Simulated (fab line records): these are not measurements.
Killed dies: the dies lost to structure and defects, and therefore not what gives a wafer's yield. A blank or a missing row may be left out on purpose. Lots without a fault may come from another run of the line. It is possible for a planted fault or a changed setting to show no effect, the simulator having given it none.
fab line records | flow sfqLine
record: lots: 5 | wafers: 14 | lastDay: 94
route steps=325 shown M5@201 A5B@209 R5@212 I5@228 C5@240 M8@325
lots that met no fault: from a run of the same line without faults
startH: hours from the record's opening day to when the first of the lot's shown wafers began | waitH: hours since the lot's step before | " as in the row above | L1.1+2: a single row standing in for several wafers | - either no value or no given start | * or withheld: withheld | < > ~ a bound
route shown NAME@n: a module of which the file shows steps, and the number in the route of the first | usual: mean/standard deviation of fault-free wafers | same: alike in all rows | chamber/n: place in a boat | sites: each site's reading | _std_site: standard deviation across them | _edge_site: outer sites' mean less inner sites' | radiusMm: for every site, how far away it sits from the centre of the wafer | mask NAME#n: copy n | behind: tool/chamber where the wafer was last shaped | hold: why the lot went on hold/how many hours it stayed there/how the hold came to an end | device: the transistor (n, p or np) that didn't switch | end of line: the route-end tests of the same wafers | a step without rows: its recipe alone | killed: the dies lost at the first sort to structure and to defects; this is not the yield of the wafer | map: shows each die of a wafer: x if killed, . if not, _ if none is there
set.NAME: the setting as run; set.NAME@STEP: as run at that earlier step | model.NAME: the simulator's own value behind a step, which no gauge read
a table for each step, a row for each wafer; lots at some steps of the route
services: from which hour (startH, from the record's first day; less than 0 if before it) a tool's chamber was out of use, for how many hours, and why
== steps ==
step: SFQ_TRILAYER_M5_LITHO_EXPOSE_124
recipe: maskId: M5 | na: 0.6 | sourceShape: conventional | sigmaOuter: 0.65 | targetCdNm: 700 | doseMj: 14.4
step: SFQ_TRILAYER_M5_LITHO_PEB_126
recipe: pebTempC: 115 | pebTimeS: 60 | resist: KrF
step: SFQ_TRILAYER_M5_LITHO_DEVELOP_125
recipe: timeS: 60 | resist: KrF
step: SFQ_M5_OVL_MEAS_932
usual: M5_OVL: -1/3.9
lot.wafer | tool       | chamber | startH  | waitH | M5_OVL[nm]
L614.3    | overlay-01 | -       | 1392.47 | 0.1   | 1
L614.4    | "          | -       | "       | "     | -5
L614.5    | "          | -       | "       | "     | 1
L617.1    | overlay-02 | -       | 1433.49 | 0.1   | -6
L617.3    | "          | -       | "       | "     | -7
L617.6    | "          | -       | "       | "     | -8
L623.5    | overlay-01 | -       | 1513.87 | 0.0   | -8
L623.6    | "          | -       | "       | "     | -5
L631.3    | overlay-02 | -       | 1529.46 | 0.1   | 2
L631.4    | "          | -       | "       | "     | -5
L631.5    | "          | -       | "       | "     | -1
L636.3    | overlay-02 | -       | 1542.46 | 0.1   | -6
L636.5    | "          | -       | "       | "     | -4
L636.6    | "          | -       | "       | "     | -7
step: SFQ_TRILAYER_M5_BARC_OPEN_METAL_ETCH_161
recipe: maskMaterial: PR | chemistry: O2 | targetDepthNm: 125 | target: BARC | icpW: 600 | biasW: 80 | pressureMtorr: 10 | timeS: 41.7
usual: biasW: 80.04/0.23 | drypumpMotorCurrentA: 5.9/0.51 | oesProductAu: 0.685/0.0049
lot.wafer | tool        | chamber | startH  | waitH | biasW | drypumpMotorCurrentA | oesProductAu | rfHoursCounterH
L614.3    | rieMetal-02 | 0       | 1392.52 | 0.0   | 79.64 | 6.3                  | 0.683        | -
L614.4    | "           | 1       | "       | "     | 79.90 | 5.9                  | 0.692        | -
L614.5    | "           | 0       | "       | "     | 80.07 | 6.3                  | 0.689        | -
L617.1    | rieMetal-04 | 0       | 1433.52 | 0.0   | 79.56 | 6.2                  | 0.686        | 6
L617.3    | "           | 1       | "       | "     | 80.12 | 5.7                  | 0.679        | -
L617.6    | "           | 1       | "       | "     | 80.12 | 5.7                  | 0.681        | -
L623.5    | rieMetal-03 | 0       | 1513.93 | 0.0   | 79.70 | 5.0                  | 0.685        | -
L623.6    | "           | 1       | "       | "     | 80.08 | 6.5                  | 0.687        | -
L631.3    | rieMetal-04 | 0       | 1529.51 | 0.0   | 80.23 | 6.1                  | 0.689        | -
L631.4    | "           | 1       | "       | "     | 80.07 | 5.7                  | 0.678        | -
L631.5    | "           | 1       | "       | "     | 79.96 | 5.7                  | 0.695        | -
L636.3    | rieMetal-02 | 1       | 1542.51 | 0.0   | 80.29 | 5.9                  | 0.678        | -
L636.5    | "           | 0       | "       | "     | 79.86 | 6.3                  | 0.680        | -
L636.6    | "           | 1       | "       | "     | 80.45 | 5.9                  | 0.684        | -
step: SFQ_TRILAYER_M5_ETCH_METAL_ETCH_126
recipe: target: Nb | stopOn: SiO2 | maskMaterial: PR | overEtchFrac: 0.15 | timeS: 203.2 | chemistry: Cl2/BCl3 | targetDepthNm: 265 | icpW: 600 | biasW: 80 | pressureMtorr: 10
step: SFQ_TRILAYER_M5_STRIP_STRIP_127
recipe: gas: O2 | powerW: 200 | platenTempC: 40 | overashFraction: 0.65 | chemistry: O2 | pressureMtorr: 50
step: SFQ_TRILAYER_M5_STRIP_SOLV_CLEAN_128
recipe: chemistry: NMP | tempC: 70 | timeS: 600
step: SFQ_TRILAYER_A5B_DEP_PECVD_129
recipe: material: SiO2 | tempC: 150 | timeS: 133.33 | pressureTorr: 2.4 | rfW: 183.3 | precursor: SiH4/N2O | targetThkNm: 600
step: SFQ_TRILAYER_A5B_CMP_CMP_130
recipe: stopOn: Nb | downForcePsi: 3 | platenRpm: 60 | targetThkNm: 340.7
usual: edgeZonePressureFrac: 1.000/0.0045 | motorCurrentA: 10.2/0.74
lot.wafer | tool   | chamber | startH  | waitH | edgeZonePressureFrac | motorCurrentA
L614.3    | cmp-01 | 2       | 1393.62 | 0.0   | 0.995                | 10.8
L614.4    | "      | 1       | 1395.12 | 1.5   | 1.002                | 9.4
L614.5    | "      | 2       | "       | "     | 0.992                | 10.9
L617.3    | cmp-01 | 0       | 1435.16 | 0.5   | 0.999                | 11.2
L617.1    | "      | 2       | 1436.16 | 1.5   | 1.002                | 11.0
L617.6    | "      | 0       | 1437.16 | 2.5   | 1.000                | 10.1
L623.5    | cmp-01 | 2       | 1517.02 | 2.0   | 1.002                | 10.2
L623.6    | "      | 3       | "       | "     | 1.000                | 9.7
L631.4    | cmp-02 | 2       | 1530.61 | 0.0   | 1.002                | 9.4
L631.3    | "      | 0       | 1531.61 | 1.0   | 0.994                | 11.0
L631.5    | "      | 2       | 1532.61 | 2.0   | 1.000                | 9.5
L636.3    | cmp-02 | 2       | 1543.61 | 0.0   | 1.000                | 9.3
L636.5    | "      | 2       | 1545.61 | 2.0   | 0.995                | 8.8
L636.6    | "      | 3       | "       | "     | 1.005                | 10.0
step: SFQ_TRILAYER_A5B_METRO_MEASURE_131
usual: thkNm: 338/6.9
lot.wafer | tool         | chamber | startH  | waitH | thkNm
L614.3    | filmMetro-02 | -       | 1397.02 | 2.9   | 330
L614.4    | "            | -       | "       | "     | 330
L614.5    | "            | -       | "       | "     | 332
L617.1    | filmMetro-01 | -       | 1437.66 | 1.0   | 337
L617.3    | "            | -       | "       | "     | 344
L617.6    | "            | -       | "       | "     | 339
L623.5    | filmMetro-03 | -       | 1518.82 | 1.3   | 333
L623.6    | "            | -       | "       | "     | 335
L631.3    | filmMetro-03 | -       | 1534.01 | 1.9   | 322
L631.4    | "            | -       | "       | "     | 346
L631.5    | "            | -       | "       | "     | 333
L636.3    | filmMetro-03 | -       | 1547.01 | 2.9   | 337
L636.5    | "            | -       | "       | "     | 342
L636.6    | "            | -       | "       | "     | 336
step: SFQ_TRILAYER_R5_DEP_SPUTTER_132
recipe: material: Ti | basePressurePa: 1.33e-06 | targetThkNm: 5 | powerW: 2000 | timeS: 5 | chamberPressurePa: 0.4
step: SFQ_TRILAYER_R5_DEP_SPUTTER_133
recipe: material: MoNx | basePressurePa: 1.33e-06 | targetThkNm: 40 | powerW: 1000 | timeS: 66.7 | chamberPressurePa: 0.4
usual: throttleValvePct: 29.5/1.3
lot.wafer | tool          | chamber | startH  | waitH | throttleValvePct | model.MoNx_of_TRILAYER_R5_DEP_SPUTTER_133.thkNm
L614.3    | pvdSputter-03 | -       | 1397.84 | 0.0   | 30.0             | 40.55
L614.4    | "             | -       | "       | "     | 29.3             | 40.06
L614.5    | "             | -       | "       | "     | 31.9             | 40.22
L617.1    | pvdSputter-03 | -       | 1438.88 | 0.0   | 30.1             | 40.21
L617.3    | "             | -       | "       | "     | 29.1             | 39.46
L617.6    | "             | -       | "       | "     | 31.6             | 39.77
L623.5    | pvdSputter-05 | -       | 1519.27 | 0.0   | 27.4             | 46.24
L623.6    | "             | -       | "       | "     | 27.7             | 39.67
L631.3    | pvdSputter-04 | -       | 1534.83 | 0.0   | 29.6             | 40.7
L631.4    | "             | -       | "       | "     | 29.9             | 41.01
L631.5    | "             | -       | "       | "     | 29.7             | 41.16
L636.3    | pvdSputter-04 | -       | 1547.83 | 0.0   | 29.2             | 40.9
L636.5    | "             | -       | "       | "     | 29.7             | 40.75
L636.6    | "             | -       | "       | "     | 30.0             | 41.06
step: SFQ_TRILAYER_R5_DEP_SPUTTER_134
recipe: material: Ti | basePressurePa: 1.33e-06 | targetThkNm: 5 | powerW: 2000 | timeS: 5 | chamberPressurePa: 0.4
usual: throttleValvePct: 29.5/1.3
lot.wafer | tool          | chamber | startH  | waitH | throttleValvePct
L614.3    | pvdSputter-03 | -       | 1397.89 | 0.0   | 30.0
L614.4    | "             | -       | "       | "     | 29.4
L614.5    | "             | -       | "       | "     | 31.8
L617.1    | pvdSputter-03 | -       | 1438.93 | 0.0   | 30.0
L617.3    | "             | -       | "       | "     | 29.3
L617.6    | "             | -       | "       | "     | 31.7
L623.5    | pvdSputter-05 | -       | 1519.30 | 0.0   | 27.4
L623.6    | "             | -       | "       | "     | 27.8
L631.3    | pvdSputter-04 | -       | 1534.88 | 0.0   | 29.7
L631.4    | "             | -       | "       | "     | 29.9
L631.5    | "             | -       | "       | "     | 30.0
L636.3    | pvdSputter-04 | -       | 1547.88 | 0.0   | 29.1
L636.5    | "             | -       | "       | "     | 29.9
L636.6    | "             | -       | "       | "     | 29.6
step: SFQ_R5_RS_MEAS_933
recipe: thkMeasGauge: four-point-probe | reads: Ti_of_TRILAYER_R5_DEP_SPUTTER_134+MoNx_of_TRILAYER_R5_DEP_SPUTTER_133+Ti_of_TRILAYER_R5_DEP_SPUTTER_132
usual: R5_MONX_RS: 7.06/0.1
lot.wafer | tool         | chamber | startH  | waitH | R5_MONX_RS[ohm/sq]
L614.3    | filmMetro-03 | -       | 1397.95 | 0.0   | 6.97
L614.4    | "            | -       | "       | "     | 7.07
L614.5    | "            | -       | "       | "     | 7.01
L617.1    | filmMetro-02 | -       | 1438.95 | 0.0   | 7.04
L617.3    | "            | -       | "       | "     | 7.17
L617.6    | "            | -       | "       | "     | 7.08
L623.5    | filmMetro-04 | -       | 1519.39 | 0.1   | 6.17
L623.6    | "            | -       | "       | "     | 7.15
L631.3    | filmMetro-02 | -       | 1534.94 | 0.0   | 6.94
L631.4    | "            | -       | "       | "     | 6.93
L631.5    | "            | -       | "       | "     | 6.91
L636.3    | filmMetro-02 | -       | 1547.94 | 0.0   | 6.90
L636.5    | "            | -       | "       | "     | 6.96
L636.6    | "            | -       | "       | "     | 6.91
step: SFQ_R5_THK_MEAS_934
recipe: thkMeasGauge: xrf | reads: MoNx_of_TRILAYER_R5_DEP_SPUTTER_133
usual: R5_MONX_THK: 39.4/0.64
lot.wafer | tool         | chamber | startH  | waitH | R5_MONX_THK[nm]
L614.3    | filmMetro-03 | -       | 1398.05 | 0.1   | 39.8
L614.4    | "            | -       | "       | "     | 39.2
L614.5    | "            | -       | "       | "     | 39.5
L617.1    | filmMetro-02 | -       | 1439.07 | 0.1   | 39.5
L617.3    | "            | -       | "       | "     | 38.9
L617.6    | "            | -       | "       | "     | 39.3
L623.5    | filmMetro-04 | -       | 1519.47 | 0.1   | 45.6
L623.6    | "            | -       | "       | "     | 39.3
L631.3    | filmMetro-02 | -       | 1535.04 | 0.1   | 40.1
L631.4    | "            | -       | "       | "     | 40.5
L631.5    | "            | -       | "       | "     | 40.3
L636.3    | filmMetro-02 | -       | 1548.04 | 0.1   | 40.6
L636.5    | "            | -       | "       | "     | 40.3
L636.6    | "            | -       | "       | "     | 40.8
step: SFQ_TRILAYER_R5_LITHO_COAT_141
recipe: resist: BARC | spinRpm: 3000 | resistThkNm: 62
step: SFQ_TRILAYER_R5_LITHO_COAT_136
recipe: resist: KrF | spinRpm: 3000 | resistThkNm: 600
step: SFQ_TRILAYER_R5_LITHO_SOFTBAKE_140
recipe: tempC: withheld | timeS: withheld | resist: KrF
step: SFQ_TRILAYER_R5_LITHO_EXPOSE_137
recipe: maskId: R5 | na: 0.6 | sourceShape: conventional | sigmaOuter: 0.65 | targetCdNm: 500 | doseMj: 14.4
step: SFQ_TRILAYER_R5_LITHO_PEB_139
recipe: pebTempC: 115 | pebTimeS: 60 | resist: KrF
step: SFQ_TRILAYER_R5_LITHO_DEVELOP_138
recipe: timeS: 60 | resist: KrF
step: SFQ_R5_OVL_MEAS_935
usual: R5_OVL: -3/6.8
lot.wafer | tool       | chamber | startH  | waitH | R5_OVL[nm]
L614.3    | overlay-01 | -       | 1426.08 | 0.1   | 2
L614.4    | "          | -       | "       | "     | -7
L614.5    | "          | -       | "       | "     | -1
L617.1    | overlay-02 | -       | 1441.38 | 0.1   | 12
L617.3    | "          | -       | "       | "     | 12
L617.6    | "          | -       | "       | "     | -2
L623.5    | overlay-02 | -       | 1627.10 | 0.0   | -8
L623.6    | "          | -       | "       | "     | -1
L631.3    | overlay-01 | -       | 1643.28 | 0.1   | 10
L631.4    | "          | -       | "       | "     | -1
L631.5    | "          | -       | "       | "     | 13
L636.3    | overlay-02 | -       | 1651.68 | 0.1   | -5
L636.5    | "          | -       | "       | "     | -9
L636.6    | "          | -       | "       | "     | 1
step: SFQ_TRILAYER_R5_BARC_OPEN_METAL_ETCH_177
recipe: maskMaterial: PR | chemistry: O2 | targetDepthNm: 125 | target: BARC | icpW: 600 | biasW: 80 | pressureMtorr: 10 | timeS: 41.7
usual: biasW: 79.99/0.24 | drypumpMotorCurrentA: 5.7/0.51 | oesProductAu: 0.686/0.0045
lot.wafer | tool        | chamber | startH  | waitH | biasW | drypumpMotorCurrentA | oesProductAu | rfHoursCounterH
L614.3    | rieMetal-03 | 0       | 1426.12 | 0.0   | 79.91 | 5.0                  | 0.676        | -
L614.4    | "           | 1       | "       | "     | 79.65 | 6.5                  | 0.684        | -
L614.5    | "           | 0       | "       | "     | 80.12 | 5.1                  | 0.683        | -
L617.1    | rieMetal-01 | 1       | 1441.42 | 0.0   | 79.78 | 5.6                  | 0.681        | 37
L617.3    | "           | 0       | "       | "     | 80.27 | 5.0                  | 0.694        | -
L617.6    | "           | 0       | "       | "     | 79.97 | 5.0                  | 0.684        | -
L623.5    | rieMetal-01 | 1       | 1627.19 | 0.1   | 80.11 | 5.6                  | 0.687        | -
L623.6    | "           | 1       | "       | "     | 79.89 | 5.6                  | 0.689        | -
L631.3    | rieMetal-03 | 1       | 1643.32 | 0.0   | 79.84 | 6.5                  | 0.686        | -
L631.4    | "           | 0       | "       | "     | 79.99 | 5.0                  | 0.687        | -
L631.5    | "           | 0       | "       | "     | 79.75 | 5.0                  | 0.686        | -
L636.3    | rieMetal-03 | 0       | 1651.74 | 0.1   | 79.89 | 5.1                  | 0.677        | -
L636.5    | "           | 0       | "       | "     | 79.56 | 5.1                  | 0.684        | -
L636.6    | "           | 0       | "       | "     | 79.72 | 5.1                  | 0.690        | -
step: SFQ_TRILAYER_R5_ETCH_METAL_ETCH_139
recipe: stopOn: SiO2 | maskMaterial: PR | chemistry: Cl2 | targetDepthNm: 60 | icpW: 600 | biasW: 80 | pressureMtorr: 10 | timeS: 40
usual: biasW: 79.97/0.23 | drypumpMotorCurrentA: 5.7/0.51 | oesProductAu: 0.992/0.0067
lot.wafer | tool        | chamber | startH  | waitH | biasW | drypumpMotorCurrentA | oesProductAu | rfHoursCounterH
L614.3    | rieMetal-03 | 0       | 1426.18 | 0.0   | 79.88 | 5.1                  | 0.995        | -
L614.4    | "           | 1       | "       | "     | 79.91 | 6.5                  | 0.998        | -
L614.5    | "           | 0       | "       | "     | 80.16 | 5.1                  | 0.995        | -
L617.1    | rieMetal-01 | 1       | 1441.48 | 0.0   | 80.14 | 5.6                  | 0.994        | 37
L617.3    | "           | 0       | "       | "     | 79.69 | 4.9                  | 0.985        | -
L617.6    | "           | 0       | "       | "     | 79.81 | 5.0                  | 0.990        | -
L623.5    | rieMetal-01 | 1       | 1627.30 | 0.1   | 80.12 | 5.6                  | 0.958        | -
L623.6    | "           | 1       | "       | "     | 79.92 | 5.6                  | 0.990        | -
L631.3    | rieMetal-03 | 1       | 1643.38 | 0.0   | 79.90 | 6.5                  | 1.000        | -
L631.4    | "           | 0       | "       | "     | 80.36 | 5.1                  | 0.979        | -
L631.5    | "           | 0       | "       | "     | 79.91 | 5.1                  | 0.988        | -
L636.3    | rieMetal-03 | 0       | 1651.86 | 0.1   | 80.14 | 5.0                  | 0.987        | -
L636.5    | "           | 0       | "       | "     | 79.78 | 5.0                  | 0.975        | -
L636.6    | "           | 0       | "       | "     | 79.73 | 5.0                  | 0.989        | -
step: SFQ_TRILAYER_R5_STRIP_STRIP_140
recipe: gas: O2 | powerW: 200 | platenTempC: 40 | overashFraction: 0.65 | chemistry: O2 | pressureMtorr: 50
step: SFQ_TRILAYER_R5_STRIP_SOLV_CLEAN_141
recipe: chemistry: NMP | tempC: 70 | timeS: 600
step: SFQ_TRILAYER_A5C_DEP_PECVD_142
recipe: material: SiO2 | tempC: 150 | timeS: 15.556 | pressureTorr: 2.4 | rfW: 183.3 | precursor: SiH4/N2O | targetThkNm: 70
step: SFQ_TRILAYER_I5_LITHO_COAT_149
recipe: resist: BARC | spinRpm: 3000 | resistThkNm: 62
step: SFQ_TRILAYER_I5_LITHO_COAT_144
recipe: resist: KrF | spinRpm: 3000 | resistThkNm: 650
step: SFQ_TRILAYER_I5_LITHO_SOFTBAKE_148
recipe: tempC: withheld | timeS: withheld | resist: KrF
step: SFQ_TRILAYER_I5_LITHO_EXPOSE_145
recipe: maskId: I5 | na: 0.6 | sourceShape: conventional | sigmaOuter: 0.65 | targetCdNm: 700 | doseMj: 21.3
step: SFQ_TRILAYER_I5_LITHO_PEB_147
recipe: pebTempC: 115 | pebTimeS: 60 | resist: KrF
step: SFQ_TRILAYER_I5_LITHO_DEVELOP_146
recipe: timeS: 60 | resist: KrF
step: SFQ_I5_OVL_MEAS_936
usual: I5_OVL: -1/5.1
lot.wafer | tool       | chamber | startH  | waitH | I5_OVL[nm]
L614.3    | overlay-01 | -       | 1559.26 | 0.1   | 0
L614.4    | "          | -       | "       | "     | -7
L614.5    | "          | -       | "       | "     | -6
L617.1    | overlay-02 | -       | 1576.34 | 0.1   | 8
L617.3    | "          | -       | "       | "     | 1
L617.6    | "          | -       | "       | "     | 5
L623.5    | overlay-02 | -       | 1722.42 | 0.0   | 5
L623.6    | "          | -       | "       | "     | 3
L631.3    | overlay-02 | -       | 1746.53 | 0.1   | -11
L631.4    | "          | -       | "       | "     | -12
L631.5    | "          | -       | "       | "     | -9
L636.3    | overlay-02 | -       | 1758.66 | 0.1   | -1
L636.5    | "          | -       | "       | "     | -5
L636.6    | "          | -       | "       | "     | -5
step: SFQ_TRILAYER_I5_BARC_OPEN_VIA_ETCH_200
recipe: maskMaterial: PR | chemistry: O2 | targetDepthNm: 125 | target: BARC | sourceW: 500 | biasW: 80 | pressureMtorr: 30 | timeS: 41.7
step: SFQ_TRILAYER_I5_ETCH_VIA_ETCH_147
recipe: stopOn: Nb | maskMaterial: PR | chemistry: CHF3 | targetDepthNm: 360 | sourceW: 500 | biasW: 80 | pressureMtorr: 30 | timeS: withheld
step: SFQ_TRILAYER_I5_STRIP_STRIP_148
recipe: gas: O2 | powerW: 200 | platenTempC: 40 | overashFraction: 0.65 | chemistry: O2 | pressureMtorr: 50
step: SFQ_TRILAYER_I5_STRIP_SOLV_CLEAN_149
recipe: chemistry: NMP | tempC: 70 | timeS: 600
step: SFQ_TRILAYER_C5_LITHO_COAT_156
recipe: resist: BARC | spinRpm: 3000 | resistThkNm: 62
step: SFQ_TRILAYER_C5_LITHO_COAT_151
recipe: resist: KrF | spinRpm: 3000 | resistThkNm: 650
step: SFQ_TRILAYER_C5_LITHO_SOFTBAKE_155
recipe: tempC: withheld | timeS: withheld | resist: KrF
step: SFQ_M8_BOW_MEAS_951
recipe: mode: bow
usual: M8_BOW: 9/11
lot.wafer | tool         | chamber | startH  | waitH | M8_BOW[um] | model.etest.r5.ohmUm | model.etest.c5.linkOhm | model.etest.r5.ohmSq
L614.3    | filmMetro-03 | -       | 2046.88 | 0.0   | -8         | 13.9                 | 7.926                  | 6.965
L614.4    | "            | -       | "       | "     | 11         | 14.13                | 8.004                  | 7.05
L614.5    | "            | -       | "       | "     | 13         | 14.02                | 7.97                   | 7.021
L617.1    | filmMetro-03 | -       | 2052.84 | 0.0   | 17         | 14.08                | 7.978                  | 7.024
L617.3    | "            | -       | "       | "     | 14         | 14.4                 | 8.113                  | 7.157
L617.6    | "            | -       | "       | "     | 17         | 14.25                | 8.05                   | 7.101
L623.5    | filmMetro-03 | -       | 2078.41 | 0.1   | 2          | 12.34                | 7.061                  | 6.107
L623.6    | "            | -       | "       | "     | -5         | 14.32                | 8.082                  | 7.119
L631.3    | filmMetro-04 | -       | 2188.27 | 0.0   | 30         | 13.94                | 7.901                  | 6.939
L631.4    | "            | -       | "       | "     | 11         | 13.76                | 7.832                  | 6.887
L631.5    | "            | -       | "       | "     | 18         | 13.73                | 7.804                  | 6.862
L636.3    | filmMetro-01 | -       | 2256.79 | 0.0   | 6          | 13.83                | 7.847                  | 6.905
L636.5    | "            | -       | "       | "     | 4          | 13.84                | 7.882                  | 6.931
L636.6    | "            | -       | "       | "     | 0          | 13.79                | 7.845                  | 6.879
== services ==
tool          | chamber | startH  | hours | kind
pvdSputter-04 | -       | 1369.70 | 9.3   | repair
rieMetal-01   | 1       | 1377.48 | 26.9  | repair
filmMetro-03  | -       | 1383.25 | 2.5   | pm
rieMetal-04   | -       | 1401.26 | 28.1  | pm
pvdSputter-04 | -       | 1412.58 | 11.7  | repair
cmp-02        | -       | 1413.42 | 2.4   | repair
rieMetal-01   | 0       | 1419.09 | 12.7  | repair
rieMetal-01   | 1       | 1422.15 | 2.5   | repair
filmMetro-03  | -       | 1427.77 | 2.2   | pm
rieMetal-01   | -       | 1429.45 | 0.6   | repair
pvdSputter-04 | -       | 1434.56 | 7.4   | repair
cmp-01        | -       | 1437.66 | 4.0   | pm
rieMetal-02   | -       | 1441.62 | 0.4   | repair
pvdSputter-03 | -       | 1468.49 | 1.2   | repair
rieMetal-01   | -       | 1534.44 | 0.8   | repair
filmMetro-03  | -       | 1558.41 | 10.4  | pm
filmMetro-03  | -       | 1568.82 | 0.5   | pm
pvdSputter-04 | -       | 1595.07 | 1.1   | repair
cmp-01        | -       | 1612.52 | 10.0  | pm
pvdSputter-04 | -       | 1615.31 | 2.7   | repair
filmMetro-03  | -       | 1628.25 | 0.7   | pm
rieMetal-01   | -       | 1628.96 | 4.3   | pm
rieMetal-01   | 0       | 1643.45 | 5.8   | repair
rieMetal-03   | 1       | 1647.80 | 22.7  | repair
== key ==
firstSign: step: SFQ_R5_RS_MEAS_933 | reading: R5_MONX_RS | direction: down | sigmas: 8.5 | usual: 7.06 | struck: 6.17
effect: step: SFQ_R5_THK_MEAS_934 | reading: R5_MONX_THK | direction: up | sigmas: 9.7 | usual: 39.4 | struck: 45.6
effect: step: SFQ_TRILAYER_R5_ETCH_METAL_ETCH_139 | reading: oesProductAu | direction: down | sigmas: 5.1 | usual: 0.992 | struck: 0.958
modelEffect: step: SFQ_TRILAYER_R5_DEP_SPUTTER_133 | value: MoNx_of_TRILAYER_R5_DEP_SPUTTER_133.thkNm | without: 39.07 | struck: 46.24
modelEffect: step: SFQ_M8_BOW_MEAS_951 | value: etest.r5.ohmUm | without: 14.6 | struck: 12.34
metAt SFQ_TRILAYER_R5_DEP_SPUTTER_133
struckWafers L623.5
fault: kind: processParameterDrift | tool: pvdSputter-05 | chamber: - | onsetH: 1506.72 | steps: SFQ_TRILAYER_R5_DEP_SPUTTER_133 | channel: timeS | offset: * | shape: step | endH: 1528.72 | scope: struckWafersOnly | actsIn: * | stated: *
